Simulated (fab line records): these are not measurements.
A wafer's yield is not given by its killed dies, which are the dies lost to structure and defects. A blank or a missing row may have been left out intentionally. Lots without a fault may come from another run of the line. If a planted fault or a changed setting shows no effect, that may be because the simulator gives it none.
The same fault as seen by 2 desks / flow sky130 / numbers are kept per desk, each desk with only its own; the story behind them comes last

## FROM THE METROLOGY DESK
What the gauges read, lot by lot, whatever tool the lot ran on: means of the sampled wafers that have a number. A lot is out of limits, marked OUT, if its mean lies more than 4 standard deviations from the usual mean; the brackets give that distance.
Columns: A = LI_CONTACT_W_THK at SKY_LI_CONTACT_THK_MEAS_23, usual 394 nm
lot=L814; first seen here=day 29 09:39; A=390
lot=L815; first seen here=day 29 16:02; A=388
lot=L816; first seen here=day 30 04:34; A=395
lot=L817; first seen here=day 30 12:05; A=399
lot=L820; first seen here=day 31 16:04; A=394
lot=L824; first seen here=day 32 21:58; A=395
lot=L827; first seen here=day 33 15:28; A=384
lot=L828; first seen here=day 33 22:20; A=392
lot=L832; first seen here=day 35 07:10; A=395
lot=L834; first seen here=day 36 02:38; A=398
lot=L835; first seen here=day 36 04:34; A=397
lot=L836; first seen here=day 37 17:12; A=388
This desk found nothing out of limits on any of the 12 lots.

## AT THE TOOL OWNER'S DESK: rie-diel-03
The tool's own readings at SKY_CONTACT_ETCH_16 (etches BARC in N2/H2, stops on SiO2, time 45.9 s, target depth 60 nm): means of the sampled wafers that have a number, for each lot that ran on this tool. A lot is out of limits, marked OUT, if its mean lies more than 4 standard deviations from the usual mean; the brackets give that distance.
Columns: A = drypump-motor-current-A at SKY_CONTACT_ETCH_16, usual 5.6 A; B = oes-product-au at SKY_CONTACT_ETCH_16, usual 0.854 a.u.; C = throttle-valve-pct at SKY_CONTACT_ETCH_16, usual 13.225 %
lot=L814; first seen here=day 31 18:29; A=5.9; B=0.853; C=13.226
lot=L816; first seen here=day 32 11:38; A=5.6; B=0.854; C=13.222
lot=L820; first seen here=day 34 00:12; A=6.0; B=0.852; C=13.224
lot=L824; first seen here=day 35 04:38; A=6.3; B=0.822 (-6.4) OUT; C=13.218
lot=L827; first seen here=day 35 21:42; A=6.3; B=0.827 (-5.3) OUT; C=13.230
lot=L828; first seen here=day 36 05:05; A=5.2; B=0.804 (-9.7) OUT; C=13.219
This desk finds L824, L827, L828 out of limits, L824 being first, at day 35 04:38 (oes-product-au at SKY_CONTACT_ETCH_16). L814, L816, L820 stayed within limits.

## PUT TOGETHER
An alarm could have come from the tool owner's desk at day 35 04:38, on L824, L827, L828.
Metrology desk: nothing out of limits seen.
The metrology desk has L824, L827, L828 on record, within its limits.
SKY_CONTACT_ETCH_16 was run on rie-diel-03 by each of the lots named.

## WHAT WAS PUT IN BY THE SIMULATOR
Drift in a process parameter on rie-diel-03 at SKY_CONTACT_ETCH_16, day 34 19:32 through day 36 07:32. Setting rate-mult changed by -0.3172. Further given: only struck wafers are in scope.
Lots struck among those shown: L824, L827, L828.
Time in hours from fault onset to the first out-of-limits reading at each desk: the tool owner's desk, 9.
